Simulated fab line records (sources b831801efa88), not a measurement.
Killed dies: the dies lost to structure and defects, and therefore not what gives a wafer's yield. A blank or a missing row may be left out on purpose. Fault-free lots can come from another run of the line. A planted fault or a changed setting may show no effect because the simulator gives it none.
A struck lot beside a sound one    flow sky130    43 out of 708 route steps
Sound: these wafers, L502.2, L502.4, L502.5. Wafers L512.1, L512.2, L512.4 were the ones struck. The cause comes at the end.
For every step that has rows: the tool of each side, followed by ch and its chambers, followed by its first start. Under that, the readings that differ: sound wafers    struck wafers    difference of the means    sigmas: that difference in standard deviations of wafers without a fault.
alike: same words and numbers on both sides, and readings whose means sit less than 2 such deviations apart. not compared: any withheld reading, any reading some wafer has no value for, any bound like >300 that may hide the same value, and any number with overlapping values for which the record gives no deviation.
A row with sigmas, a row that says differs or no value, or rows on one side alone: a step with any of these is where the two part. Non-overlapping numbers with no deviation appear without sigmas and do not part them. A reading missing from all wafers of one side parts the sides only when that side holds two or more wafers.

first, 1 step without rows for these wafers: SKY_POLY_CUT_ETCH_10 (etches BARC in N2/H2, stops on SiO2, time 45.9 s, target depth 60 nm).
SKY_POLY_CUT_ETCH_11: etches Si3N4 in CF4/CH2F2/Ar, stops on poly-Si, time 42.5 s, target depth 60 nm.
  sound on rieDiel-01 ch 2,3, day 26 21:33; struck on rieDiel-01 ch 0,1,2, day 30 08:15
  alike: ch2f2FlowSccm, drypumpMotorCurrentA, oesProductAu, throttleValvePct
  not compared: rfHoursCounterH
SKY_POLY_CUT_STRIP_12: strips in O2/N2.
  sound on plasmaAsher-03 ch 0,1, day 26 21:35; struck on plasmaAsher-04 ch 0,1, day 30 08:17
  alike: drypumpMotorCurrentA, oesProductAu, stripTimeToEndpointS
  not compared: rfHoursCounterH
then, 7 steps without rows for these wafers: SKY_SD_P_DEHYDRATE_00 (time 60 s); SKY_SD_P_HMDS_01 (prime time 60 s); SKY_SD_P_COAT_02 (resist thk 1140 nm); SKY_SD_P_SOFTBAKE_03 (time 60 s); SKY_SD_P_EXPOSE_04 (exposes mask PSDM, target cd 380 nm); SKY_SD_P_PEB_05; SKY_SD_P_DEVELOP_06 (develop time 60 s).
SKY_SD_P_CD_MEAS_07: the cd target is 380 nm.
  struck on cdSem-01, day 31 11:36; sound on cdSem-02, day 28 02:25
reading    sound              struck             difference  sigmas
cdNm (nm)  384.4 383.4 384.6  378.5 377.5 376.6  -6.6        -3
SKY_SD_P_OVL_MEAS_08:
  struck on overlay-01, day 31 11:43; sound on overlay-01, day 28 02:31
  alike: SD_P_OVL
SKY_SD_P_IMPLANT_09:
  sound on implanter-04 ch 0, day 28 02:35; struck on implanter-03 ch 0, day 31 11:45
reading            sound                struck             difference  sigmas
faradayCurrentUA   13339 13259 13259    10999 10705 10980  -2391       -3
tiltDeg (degrees)  0.001 -0.021 -0.018  8.577 8.588 8.577  +8.593      +99 or more
SKY_SD_P_STRIP_10: strips in O2/N2.
  sound on plasmaAsher-01 ch 0,1, day 28 02:42; struck on plasmaAsher-01 ch 0,1, day 31 11:54
  alike: drypumpMotorCurrentA, oesProductAu, stripTimeToEndpointS
  not compared: rfHoursCounterH
SKY_SD_P_TW_MEAS_11:
  struck on filmMetro-04, day 31 12:00; sound on filmMetro-04, day 28 02:49
reading  sound           struck          difference  sigmas
SD_P_TW  2836 2825 2831  2987 2976 2991  +154        +8
then, 9 steps without rows for these wafers: SKY_RES_XHIGH_DEHYDRATE_00 (time 60 s); SKY_RES_XHIGH_HMDS_01 (prime time 60 s); SKY_RES_XHIGH_COAT_02 (resist thk 1140 nm); SKY_RES_XHIGH_SOFTBAKE_03 (time 60 s); SKY_RES_XHIGH_EXPOSE_04 (exposes mask URPM, target cd 1270 nm); SKY_RES_XHIGH_PEB_05; SKY_RES_XHIGH_DEVELOP_06 (develop time 60 s); SKY_RES_XHIGH_IMPLANT_07; SKY_RES_XHIGH_STRIP_08 (strips in O2/N2).
SKY_RES_XHIGH_TW_MEAS_09:
  struck on filmMetro-01, day 32 15:09; sound on filmMetro-04, day 29 06:49
  alike: RES_XHIGH_TW
then, 7 steps without rows for these wafers: SKY_SD_N_DEHYDRATE_00 (time 60 s); SKY_SD_N_HMDS_01 (prime time 60 s); SKY_SD_N_COAT_02 (resist thk 1140 nm); SKY_SD_N_SOFTBAKE_03 (time 60 s); SKY_SD_N_EXPOSE_04 (exposes mask NSDM, target cd 380 nm); SKY_SD_N_PEB_05; SKY_SD_N_DEVELOP_06 (develop time 60 s).
SKY_SD_N_CD_MEAS_07: the cd target is 380 nm.
  struck on cdSem-02, day 33 18:01; sound on cdSem-02, day 30 10:58
  alike: cdNm
SKY_SD_N_OVL_MEAS_08:
  struck on overlay-01, day 33 18:08; sound on overlay-02, day 30 11:04
  alike: SD_N_OVL
then, 2 steps without rows for these wafers: SKY_SD_N_IMPLANT_09; SKY_SD_N_IMPLANT_10.
SKY_SD_N_STRIP_11: strips in O2/N2.
  sound on plasmaAsher-02 ch 0,1, day 30 11:24; struck on plasmaAsher-02 ch 0,1, day 33 18:28
  alike: drypumpMotorCurrentA, oesProductAu, stripTimeToEndpointS
  not compared: rfHoursCounterH
SKY_SD_N_TW_MEAS_12:
  struck on filmMetro-04, day 33 18:34; sound on filmMetro-02, day 30 11:31
  alike: SD_N_TW
then, 1 step without rows for these wafers: SKY_SD_N_CLEAN_13 (cleans in SC1/SC2, time 150 s).
SKY_SD_N_RTA_14: time 2 s.
  sound on rtpAnneal-02 ch 0, day 30 11:37; struck on rtpAnneal-02 ch 0, day 33 18:41
  alike: lampPowerPct, wafer_temp_C_max
SKY_SD_N_RS_MEAS_16: a four-point-probe measurement.
  struck on filmMetro-01, day 33 18:51; sound on filmMetro-01, day 30 11:48
  alike: SD_N_RS
SKY_SD_N_RS_MEAS_17: a four-point-probe measurement.
  struck on filmMetro-01, day 33 18:58; sound on filmMetro-01, day 30 11:55
reading           sound              struck  difference                     sigmas
SD_P_RS (ohm/sq)  146.7 146.9 146.8  - - -   no value on the struck wafers  
-- the record jumps here: 16 days lie between the struck wafers' starts before and after (it left off in module SD_N and takes up again in module PAD_OPEN, whose first step shown is number 708 of the route) --
SKY_PAD_OPEN_PROBE_99:
  struck on prober-02, day 49 23:43; sound on prober-02, day 47 16:11
reading                       sound              struck             difference  sigmas
killedAtFrontEnd              8 8 12             19 15 24           +10         +3
killedAtOther                 2 3 0              0 1 0              -1          -3
model.etest.resPdiff.rsOhmSq  197.5 197.2 197.8  203.8 202.9 203.7  +6.0        
  alike: killed_at_M0_to_M3, killed_at_M4_up, killedAtContacts, killedDies, killedOpen, killedShort

WHERE THEY PART
Earliest at SKY_SD_P_CD_MEAS_07; latest, in this record, at SKY_PAD_OPEN_PROBE_99.

WHY: what had been put in by the simulator
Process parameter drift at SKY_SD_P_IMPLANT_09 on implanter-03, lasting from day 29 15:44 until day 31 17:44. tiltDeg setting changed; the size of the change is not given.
